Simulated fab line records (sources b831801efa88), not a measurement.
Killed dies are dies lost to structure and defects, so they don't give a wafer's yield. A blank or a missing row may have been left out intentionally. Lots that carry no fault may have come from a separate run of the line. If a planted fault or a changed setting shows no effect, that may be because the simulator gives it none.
fab line records    flow sky130
[record] lots = 6  wafers = 16  last_day = 50
route steps=708 shown FIELD_ISO@6 PAD_OPEN@708
lots that met no fault: taken from a fault-free run of the same line
start_h: hours from the record's first day to the start of the lot's first wafer shown    wait_h: hours since the lot's step before    " repeats the value in the row above    L1.1+2: a single row standing in for several wafers    - no value, or no start given    * or withheld: withheld    < > ~ a bound
route shown NAME@n: NAME is a module with steps in the file, n the number in the route of the first one    usual: mean/standard deviation of fault-free wafers    same: alike in all rows    chamber/n: place in a boat    sites: per-site readings    _std_site: standard deviation of those values    _edge_site: outer sites' mean less inner sites'    radius_mm: how far each site lies from the wafer's centre    mask NAME#n: copy n    behind: tool/chamber where the wafer was last shaped    hold: cause of the lot's hold/its duration in hours/its outcome    device: transistor that didn't switch, given as n, p or np    end of line: the tests these same wafers got at the end of their route    for a step that has no rows: nothing shown but its recipe    killed: count of dies lost to structure and defects at first sort (not the wafer's yield)    map: a wafer's dies, marking killed ones x, the rest . and places with no die _
set.NAME: the setting that was run; set.NAME@STEP: the one run at that earlier step    model.NAME: the simulator's own value behind a step, which no gauge read
certain route steps with their lots: each step a table, each wafer a row
services: the hour from which a tool's chamber was out of use, counted from the record's first day as start_h (under 0 if before that day), plus the number of hours and why
[[steps]]
[step SKY_FIELD_ISO_DEHYDRATE_05]
[recipe] temp_c = 200  time_s = 60
[step SKY_FIELD_ISO_HMDS_06]
[recipe] prime_time_s = 60  prime_temp_c = 120
[step SKY_FIELD_ISO_COAT_07]
[recipe] resist = BARC  temp_c = withheld  time_s = withheld  spin_rpm = 3000  resist_thk_nm = 60
[step SKY_FIELD_ISO_COAT_08]
[recipe] resist = KrF-thick  spin_rpm = 3000  resist_thk_nm = 450
[step SKY_FIELD_ISO_SOFTBAKE_09]
[recipe] temp_c = 100  time_s = 90  resist = KrF-thick
[step SKY_FIELD_ISO_EXPOSE_10]
[recipe] mask_id = FOM  na = 0.68  source_shape = annular  sigma_inner = 0.4  sigma_outer = 0.8  target_cd_nm = 150  dose_mj = 28
[step SKY_FIELD_ISO_PEB_11]
[recipe] peb_temp_c = withheld  peb_time_s = withheld  resist = KrF-thick
[step SKY_FIELD_ISO_DEVELOP_12]
[recipe] develop_time_s = 60  resist = KrF-thick  dev_temp_c = 21
[step SKY_FIELD_ISO_CD_MEAS_13]
[recipe] target_cd_nm = 150
[usual] cd_nm = 149.4/1.8
lot.wafer  tool       chamber  start_h  wait_h  cd_nm
L915.1     cd_sem-01  -        40.10    -       150.8
L915.3     "          -        "        "       150.7
L915.4     "          -        "        "       151.7
L921.1     cd_sem-02  -        64.50    -       145.6
L921.3     "          -        "        "       146.0
L925.1     cd_sem-02  -        89.53    -       148.4
L925.4     "          -        "        "       147.2
L927.1     cd_sem-01  -        98.88    -       151.4
L927.3     "          -        "        "       151.5
L927.6     "          -        "        "       150.9
L932.1     cd_sem-01  -        123.27   -       149.8
L932.2     "          -        "        "       151.5
L932.6     "          -        "        "       150.2
L936.2     cd_sem-02  -        144.67   -       145.2
L936.3     "          -        "        "       146.4
L936.5     "          -        "        "       146.6
[step SKY_FIELD_ISO_ETCH_14]
[recipe] chemistry = N2/H2  target = BARC  ion_energy_ev = 200  source_w = 500  bias_w = 100  pressure_mtorr = 30  n2_flow_sccm = 100  h2_flow_sccm = 200  stop_on = SiO2  time_s = 45.9  target_depth_a = 600
[usual] drypump_motor_current_A = 5.7/0.49  oes_product_au = 0.854/0.0049  run_length_s = 74.1/0.43  throttle_valve_pct = 13.224/0.0083
lot.wafer  tool         chamber  start_h  wait_h  drypump_motor_current_A  oes_product_au  rf_hours_counter_h  run_length_s  throttle_valve_pct
L915.1     rie_diel-03  2        40.22    0.1     5.8                      0.860           82                  73.7          13.220
L915.3     "            1        "        "       6.4                      0.852           139                 73.8          13.238
L915.4     "            3        "        "       5.2                      0.859           58                  74.4          13.228
L921.1     rie_diel-03  0        64.62    0.1     5.4                      0.865           67                  74.4          13.228
L921.3     "            2        "        "       5.9                      0.855           82                  74.2          13.237
L925.1     rie_diel-02  2        89.65    0.1     6.5                      0.858           26                  74.3          13.233
L925.4     "            0        "        "       5.5                      0.855           66                  73.7          13.238
L927.1     rie_diel-04  0        99.00    0.1     5.5                      0.855           143                 74.6          13.227
L927.3     "            2        "        "       5.6                      0.849           129                 74.8          13.227
L927.6     "            3        "        "       6.5                      0.848           -                   73.8          13.225
L932.1     rie_diel-02  2        123.39   0.1     6.5                      0.861           27                  73.8          13.238
L932.2     "            1        "        "       5.6                      0.859           5                   74.7          13.224
L932.6     "            2        "        "       6.5                      0.859           -                   74.0          13.217
L936.2     rie_diel-04  3        144.77   0.1     6.5                      0.853           8                   73.8          13.230
L936.3     "            0        "        "       5.5                      0.849           144                 74.5          13.233
L936.5     "            2        "        "       5.6                      0.853           -                   74.9          13.224
[step SKY_FIELD_ISO_ETCH_15]
[recipe] chemistry = CHF3/O2  target_depth_nm = 180  stop_on = Si  source_w = 600  bias_w = 200  pressure_mtorr = 40  chf3_flow_sccm = 50  O2_flow_sccm = 5  time_s = 72
[usual] chf3_flow_sccm = 50.00/0.14  drypump_motor_current_A = 5.7/0.49  oes_product_au = 0.944/0.0074  run_length_s = 100.2/0.43  throttle_valve_pct = 8.842/0.0092
lot.wafer  tool         chamber  start_h  wait_h  chf3_flow_sccm  drypump_motor_current_A  oes_product_au  rf_hours_counter_h  run_length_s  throttle_valve_pct
L915.1     rie_diel-03  2        40.27    0.0     49.90           5.9                      0.943           82                  99.7          8.842
L915.3     "            1        "        "       49.98           6.4                      0.943           139                 100.3         8.845
L915.4     "            3        "        "       50.07           5.2                      0.942           58                  100.1         8.847
L921.1     rie_diel-03  0        64.67    0.0     50.00           5.3                      0.943           67                  100.0         8.843
L921.3     "            2        "        "       50.23           5.9                      0.947           82                  99.8          8.843
L925.1     rie_diel-02  2        89.70    0.0     49.82           6.5                      0.949           27                  100.0         8.849
L925.4     "            0        "        "       49.73           5.5                      0.944           66                  99.9          8.850
L927.1     rie_diel-04  0        99.05    0.0     50.03           5.6                      0.937           143                 100.9         8.833
L927.3     "            2        "        "       50.14           5.6                      0.938           129                 101.2         8.836
L927.6     "            3        "        "       49.97           6.5                      0.940           -                   100.2         8.839
L932.1     rie_diel-02  2        123.43   0.0     50.13           6.5                      0.944           27                  100.2         8.848
L932.2     "            1        "        "       50.01           5.6                      0.940           5                   101.0         8.851
L932.6     "            2        "        "       49.91           6.5                      0.947           -                   100.4         8.837
L936.2     rie_diel-04  3        144.82   0.0     49.98           6.5                      0.940           8                   99.8          8.842
L936.3     "            0        "        "       49.74           5.5                      0.939           144                 100.7         8.842
L936.5     "            2        "        "       49.94           5.6                      0.942           -                   100.9         8.848
[step SKY_FIELD_ISO_STRIP_16]
[recipe] chemistry = O2/N2  power_w = 1400  pressure_mtorr = 1500  platen_temp_c = withheld  o2_flow_sccm = 3000  n2_flow_sccm = 300  overash_fraction = 0.5
[usual] drypump_motor_current_A = 5.5/0.4  oes_product_au = 0.378/0.0047  strip_time_to_endpoint_s = 3.539/0.024
lot.wafer  tool             chamber  start_h  wait_h  drypump_motor_current_A  oes_product_au  rf_hours_counter_h  strip_time_to_endpoint_s
L915.1     plasma_asher-04  0        40.32    0.0     5.8                      0.374           36                  3.552
L915.3     "                0        "        "       5.8                      0.386           -                   3.544
L915.4     "                1        "        "       5.3                      0.381           -                   3.505
L921.1     plasma_asher-04  0        64.72    0.0     5.8                      0.381           38                  3.552
L921.3     "                1        "        "       5.3                      0.378           -                   3.584
L925.1     plasma_asher-02  1        89.75    0.0     4.7                      0.375           27                  3.559
L925.4     "                0        "        "       5.8                      0.381           -                   3.527
L927.1     plasma_asher-02  1        99.10    0.0     4.7                      0.380           28                  3.555
L927.3     "                1        "        "       4.7                      0.374           -                   3.519
L927.6     "                0        "        "       5.8                      0.375           -                   3.497
L932.1     plasma_asher-02  0        123.48   0.0     5.8                      0.376           31                  3.546
L932.2     "                1        "        "       4.7                      0.376           31                  3.538
L932.6     "                0        "        "       5.8                      0.379           -                   3.530
L936.2     plasma_asher-03  1        144.87   0.0     5.6                      0.380           45                  3.528
L936.3     "                1        "        "       5.6                      0.385           -                   3.558
L936.5     "                0        "        "       5.5                      0.379           -                   3.532
[step SKY_FIELD_ISO_ETCH_17]
[recipe] target_depth_a = 3420  mask_material = Si3N4  chemistry = HBr/Cl2/O2  target = Si  taper_deg = 5  icp_w = 600  bias_w = 150  pressure_mtorr = 15  HBr_flow_sccm = 150  Cl2_flow_sccm = 40  O2_flow_sccm = 6  time_s = 97.7
[usual] drypump_motor_current_A = 5.9/0.5  oes_product_au = 0.998/0.0074  run_length_s = 125.8/0.35  throttle_valve_pct = 25.658/0.011
lot.wafer  tool       chamber  start_h  wait_h  drypump_motor_current_A  oes_product_au  rf_hours_counter_h  run_length_s  throttle_valve_pct  model.FIELD_ISO.feature_depth_nm  model.etch.depth_nm
L915.1     rie_si-02  0        40.42    0.1     6.4                      0.991           4                   125.9         25.666              336.1                             336.1
L915.3     "          1        "        "       6.0                      0.992           56                  125.7         25.678              335.8                             335.8
L915.4     "          2        "        "       5.6                      0.988           23                  126.1         25.664              335.2                             335.2
L921.1     rie_si-01  2        64.82    0.1     6.0                      1.009           3                   137.0         25.670              380.8                             380.8
L921.3     "          3        "        "       5.3                      0.998           49                  125.6         25.656              340.6                             340.6
L925.1     rie_si-01  2        89.85    0.1     6.0                      1.013           3                   137.1         25.670              387.3                             387.3
L925.4     "          1        "        "       5.3                      1.008           2                   125.9         25.653              346.5                             346.5
L927.1     rie_si-02  1        99.20    0.1     6.0                      1.003           57                  125.2         25.667              344.2                             344.2
L927.3     "          3        "        "       6.5                      0.999           126                 125.9         25.665              338.9                             338.9
L927.6     "          2        "        "       5.6                      1.004           -                   125.6         25.654              340                               340
L932.1     rie_si-02  0        123.58   0.1     6.4                      0.993           5                   125.7         25.670              336.4                             336.4
L932.2     "          3        "        "       6.5                      0.991           127                 125.9         25.676              331.7                             331.7
L932.6     "          0        "        "       6.4                      0.995           -                   126.0         25.652              338.8                             338.8
L936.2     rie_si-02  1        144.97   0.1     6.1                      1.008           57                  125.0         25.657              343.1                             343.1
L936.3     "          3        "        "       6.5                      0.993           127                 126.5         25.652              339                               339
L936.5     "          0        "        "       6.4                      0.997           -                   125.7         25.666              343.6                             343.6
[step SKY_FIELD_ISO_WET_ETCH_18]
[recipe] chemistry = H3PO4  target_depth_nm = 25  temp_c = 160  target = Si3N4  time_s = 286
[step SKY_PAD_OPEN_PROBE_99]
[usual] killed_at_M0_to_M3 = 44/7  killed_at_M4_up = 3.0/1.7  killed_at_contacts = 24/5.2  killed_at_front_end = 15/4.8  killed_at_other = 0.2/0.56  killed_dies = 86/9.7  killed_open = 47/7.1  killed_short = 39/6.3
[same] gross_dies = 492  killed_at_back_side = 0
lot.wafer  tool       chamber  start_h  wait_h  killed_at_M0_to_M3  killed_at_M4_up  killed_at_contacts  killed_at_front_end  killed_at_other  killed_dies  killed_open  killed_short  model.etest.res_p_drift_20v.line_ohm_um  model.etest.res_p_drift_20v.rs_ohm_sq  model.etest.pfet_16v.r_on_ohm_um  model.etest.res_iso_pwell.rs_ohm_sq  model.etest.res_iso_pwell.line_ohm_um  model.etest.nfet_16v.r_on_ohm_um  model.etest.res_nwell.line_ohm_um  model.etest.res_nwell.rs_ohm_sq
L915.1     prober-02  -        1096.83  0.1     42                  1                26                  6                    0                75           42           33            1.164e+04                                9600                                   1.499e+04                         2980                                 1124                                   1.398e+04                         1174                               981
L915.3     prober-02  -        1096.93  0.2     36                  4                24                  10                   0                74           36           37            1.15e+04                                 9468                                   1.509e+04                         2924                                 1117                                   1.392e+04                         1172                               966
L915.4     prober-02  -        1096.98  0.2     48                  5                22                  15                   0                90           57           33            1.104e+04                                9411                                   1.494e+04                         2905                                 1090                                   1.394e+04                         1155                               972.6
L921.1     prober-02  -        1127.88  0.1     58                  2                43                  11                   0                114          52           62            1.636e+04                                1.367e+04                              1.7e+04                           4111                                 1572                                   1.452e+04                         1226                               1052
L921.3     prober-02  -        1127.98  0.2     37                  4                30                  14                   0                85           42           43            1.171e+04                                9799                                   1.49e+04                          2914                                 1089                                   1.405e+04                         1099                               910.1
L925.1     prober-01  -        1144.77  0.1     44                  5                25                  16                   1                91           42           49            1.704e+04                                1.411e+04                              1.839e+04                         4846                                 1864                                   1.463e+04                         1398                               1198
L925.4     prober-01  -        1144.92  0.2     51                  6                17                  13                   0                87           54           33            1.207e+04                                1.02e+04                               1.57e+04                          3218                                 1239                                   1.424e+04                         1199                               1005
L927.1     prober-01  -        1159.54  0.1     34                  6                22                  21                   0                83           51           31            1.173e+04                                9825                                   1.505e+04                         2787                                 1044                                   1.445e+04                         1070                               887.4
L927.3     prober-01  -        1159.64  0.2     49                  1                28                  22                   0                100          55           45            1.142e+04                                9441                                   1.487e+04                         2686                                 1003                                   1.454e+04                         1048                               875.7
L927.6     prober-01  -        1159.79  0.2     51                  7                23                  12                   1                94           48           46            1.15e+04                                 9542                                   1.498e+04                         2736                                 1018                                   1.446e+04                         1049                               876.3
L932.1     prober-02  -        1189.03  0.1     39                  3                35                  11                   0                88           49           39            1.02e+04                                 8458                                   1.497e+04                         3039                                 1163                                   1.396e+04                         1144                               957
L932.2     prober-02  -        1189.08  0.1     47                  3                27                  18                   1                96           54           42            1.007e+04                                8468                                   1.49e+04                          3007                                 1146                                   1.383e+04                         1112                               945.7
L932.6     prober-02  -        1189.28  0.2     35                  3                14                  22                   0                74           36           38            1.011e+04                                8684                                   1.516e+04                         3156                                 1198                                   1.39e+04                          1134                               970
L936.2     prober-01  -        1198.45  0.1     52                  1                16                  11                   0                80           43           36            1.208e+04                                9845                                   1.546e+04                         3050                                 1162                                   1.44e+04                          1081                               913
L936.3     prober-01  -        1198.50  0.2     38                  8                30                  19                   0                95           55           40            1.15e+04                                 9629                                   1.504e+04                         2934                                 1113                                   1.434e+04                         1072                               902.1
L936.5     prober-01  -        1198.60  0.2     41                  1                19                  16                   0                77           42           34            1.178e+04                                9740                                   1.521e+04                         2999                                 1147                                   1.433e+04                         1082                               910.7
// killed by level:class
L915.1 VIA1:geometric_particle:open=11 CONTACT:geometric_particle:open=8 METAL1:geometric_particle:short=7 LI_CONTACT:geometric_particle:open=7 VIA1:geometric_particle:short=5 LOCAL_INTERCONNECT:geometric_particle:short=5 VIA3:geometric_particle:open=5 VIA2:geometric_particle:open=4
L915.3 CONTACT:geometric_particle:open=12 METAL1:geometric_particle:short=8 CONTACT:geometric_particle:short=5 VIA2:geometric_particle:open=5 VIA3:geometric_particle:short=5 VIA1:geometric_particle:open=4 METAL3:geometric_particle:short=4 POLY_CUT:geometric_particle:open=3
L915.4 VIA1:geometric_particle:open=13 METAL2:geometric_particle:short=9 LI_CONTACT:geometric_particle:open=9 VIA3:geometric_particle:open=8 CONTACT:geometric_particle:open=7 POLY_GATE:geometric_particle:open=5 METAL4:geometric_particle:short=5 FIELD_ISO:geometric_particle:short=4
L921.1 VIA1:geometric_particle:open=13 METAL1:geometric_particle:short=12 CONTACT:geometric_particle:open=11 LI_CONTACT:geometric_particle:short=9 CONTACT:geometric_particle:short=8 LI_CONTACT:geometric_particle:open=7 LOCAL_INTERCONNECT:geometric_particle:short=7 METAL3:geometric_particle:short=7
L921.3 CONTACT:geometric_particle:open=14 VIA1:geometric_particle:open=11 METAL2:geometric_particle:short=7 LOCAL_INTERCONNECT:geometric_particle:short=6 CONTACT:geometric_particle:short=6 FIELD_ISO:geometric_particle:short=5 POLY_GATE:geometric_particle:short=5 VIA1:geometric_particle:short=5
L925.1 VIA1:geometric_particle:open=9 LI_CONTACT:geometric_particle:open=8 METAL2:geometric_particle:short=7 METAL1:geometric_particle:short=6 CONTACT:geometric_particle:short=6 CONTACT:geometric_particle:open=6 VIA1:geometric_particle:short=6 FIELD_ISO:geometric_particle:short=5
L925.4 VIA1:geometric_particle:open=11 CONTACT:geometric_particle:open=9 METAL1:geometric_particle:short=8 METAL2:geometric_particle:short=7 VIA2:geometric_particle:open=6 VIA3:geometric_particle:open=5 FIELD_ISO:geometric_particle:open=4 POLY_GATE:geometric_particle:open=4
L927.1 CONTACT:geometric_particle:open=8 POLY_GATE:geometric_particle:open=7 LI_CONTACT:geometric_particle:open=6 VIA1:geometric_particle:short=6 VIA1:geometric_particle:open=6 FIELD_ISO:geometric_particle:open=5 VIA3:geometric_particle:open=5 VIA2:geometric_particle:open=5
L927.3 VIA1:geometric_particle:open=12 LI_CONTACT:geometric_particle:open=10 CONTACT:geometric_particle:open=8 POLY_GATE:geometric_particle:short=8 VIA1:geometric_particle:short=8 FIELD_ISO:geometric_particle:open=7 POLY_GATE:geometric_particle:open=6 VIA2:geometric_particle:open=6
L927.6 VIA1:geometric_particle:open=10 LI_CONTACT:geometric_particle:open=9 METAL4:geometric_particle:short=7 VIA3:geometric_particle:open=7 VIA2:geometric_particle:open=7 CONTACT:geometric_particle:open=7 FIELD_ISO:geometric_particle:short=6 METAL1:geometric_particle:short=6
L932.1 CONTACT:geometric_particle:open=13 VIA1:geometric_particle:open=11 LI_CONTACT:geometric_particle:open=9 VIA1:geometric_particle:short=7 CONTACT:geometric_particle:short=6 VIA2:geometric_particle:open=5 POLY_GATE:geometric_particle:short=4 LOCAL_INTERCONNECT:geometric_particle:short=4
L932.2 CONTACT:geometric_particle:open=14 VIA1:geometric_particle:open=9 VIA3:geometric_particle:open=9 METAL2:geometric_particle:short=9 FIELD_ISO:geometric_particle:short=6 VIA2:geometric_particle:open=6 POLY_GATE:geometric_particle:short=5 LI_CONTACT:geometric_particle:open=5
L932.6 VIA1:geometric_particle:open=9 METAL1:geometric_particle:short=6 LI_CONTACT:geometric_particle:open=5 POLY_GATE:geometric_particle:short=5 FIELD_ISO:geometric_particle:short=4 VIA3:geometric_particle:open=4 FIELD_ISO:geometric_particle:open=3 SPACER:geometric_particle:open=3
L936.2 VIA1:geometric_particle:open=13 METAL1:geometric_particle:short=8 VIA3:geometric_particle:open=7 CONTACT:geometric_particle:open=6 VIA3:geometric_particle:short=5 FIELD_ISO:geometric_particle:open=4 LI_CONTACT:geometric_particle:open=4 CONTACT:geometric_particle:short=4
L936.3 CONTACT:geometric_particle:open=13 VIA1:geometric_particle:open=13 VIA3:geometric_particle:open=8 METAL4:geometric_particle:short=7 LI_CONTACT:geometric_particle:open=6 LOCAL_INTERCONNECT:geometric_particle:short=6 FIELD_ISO:geometric_particle:short=4 POLY_GATE:geometric_particle:open=4
L936.5 VIA1:geometric_particle:open=10 VIA3:geometric_particle:short=6 LI_CONTACT:geometric_particle:open=5 LOCAL_INTERCONNECT:geometric_particle:short=5 METAL1:geometric_particle:short=5 VIA2:geometric_particle:open=5 FIELD_ISO:geometric_particle:open=4 POLY_GATE:geometric_particle:open=4
[[services]]
tool             chamber  start_h  hours  kind
rie_si-02        1        20.53    9.2    repair
rie_si-01        -        38.22    3.0    repair
rie_diel-04      -        49.12    0.7    repair
rie_si-01        3        77.21    2.6    repair
rie_diel-04      2        89.24    1.2    repair
rie_diel-03      1        95.32    4.2    repair
rie_diel-04      -        105.37   0.5    repair
plasma_asher-04  -        108.75   9.0    pm
plasma_asher-04  0        108.75   9.0    vent_cycle
plasma_asher-04  1        108.75   9.0    vent_cycle
plasma_asher-04  0        117.75   -      clean
plasma_asher-04  1        117.75   -      clean
plasma_asher-04  -        127.10   0.7    repair
rie_diel-02      3        138.93   6.3    repair
rie_si-01        2        141.72   2.9    repair
[[key]]
[first_sign] step = SKY_FIELD_ISO_ETCH_17  reading = run_length_s  direction = up  sigmas = 32  usual = *  struck = *
effect none on later readings
[model_effect] step = SKY_FIELD_ISO_ETCH_17  value = FIELD_ISO.feature_depth_nm  without = 344.4  struck = 384.1
[model_effect] step = SKY_PAD_OPEN_PROBE_99  value = etest.res_p_drift_20v.line_ohm_um  without = 1.184e+04  struck = 1.67e+04
met_at SKY_FIELD_ISO_ETCH_17
struck_wafers L921.1,L925.1
tester_left_out L921,L925
[fault] kind = process_parameter_drift  tool = rie_si-01  chamber = -  onset_h = 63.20  steps = SKY_FIELD_ISO_ETCH_17  channel = time_s  offset = *  shape = step  end_h = 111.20  scope = struck_wafers_only  acts_in = *  stated = *
// tester_left_out: of these lots the tester's yield and bins aren't shown, on N5 and GAA mostly nor the transistor test; their killed dies are dies lost to structure and defects alone, not to doping, threshold or leakage, so they don't give the yield
